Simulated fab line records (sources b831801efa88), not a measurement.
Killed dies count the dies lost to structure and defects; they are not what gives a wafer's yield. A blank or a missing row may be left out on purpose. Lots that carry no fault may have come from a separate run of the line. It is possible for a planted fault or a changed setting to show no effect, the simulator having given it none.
Chamber matching ; flow sfqLine ; 4 sister chambers for SFQ_TRILAYER_I7_CMP_CMP_184 on cmp-02
The step polishes SiO2. 8 wafers are shown with their chamber, then 8 later ones without.

WAFERS, EACH WITH ITS CHAMBER
wafer;chamber;motorCurrentA (A);timeToEndpointS (s)
L749.6;1;9.8;222
L752.2;3;10.1;208
L752.1;1;10.3;224
L752.6;2;8.5;227
L753.1;0;8.8;220
L753.5;0;8.6;217
L753.6;3;9.5;208
L756.1;2;8.6;213

WAFERS WHOSE CHAMBER IS MISSING
wafer;motorCurrentA (A);timeToEndpointS (s)
L756.2;9.9;207
L756.6;7.9;217
L757.2;9.9;215
L757.5;10.4;225
L757.6;8.7;216
L770.1;9.7;200
L770.3;8.8;203
L770.5;8.6;214

WHICH CHAMBER EACH WENT THROUGH
wafer;from the rows above;in truth
L756.2;3;3
L756.6;can't be placed: 2 or 0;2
L757.2;can't be placed: 3 or 1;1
L757.5;1;1
L757.6;can't be placed: 0 or 2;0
L770.1;3;3
L770.3;can't be placed: 0 or 2 or 3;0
L770.5;can't be placed: 0 or 2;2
Correctly placed: 3 of 8. Cannot be placed on the basis of these rows: 5; the candidates contain the true chamber in 5. Number placed wrongly: 0.
How it was worked out, from the rows above alone: a wafer's distance from a chamber is the root of the sum, over the readings, of the square of ((its reading less the chamber's mean) divided by the reading's scatter). If the next closest chamber is less than 2 further off than the closest, the wafer can't be placed; otherwise it belongs to the closest. A chamber's mean is the mean of its shown wafers. The scatter: the root of (the sum of the squares of (reading less its chamber's mean) over the shown wafers, divided by (wafers less chambers)).
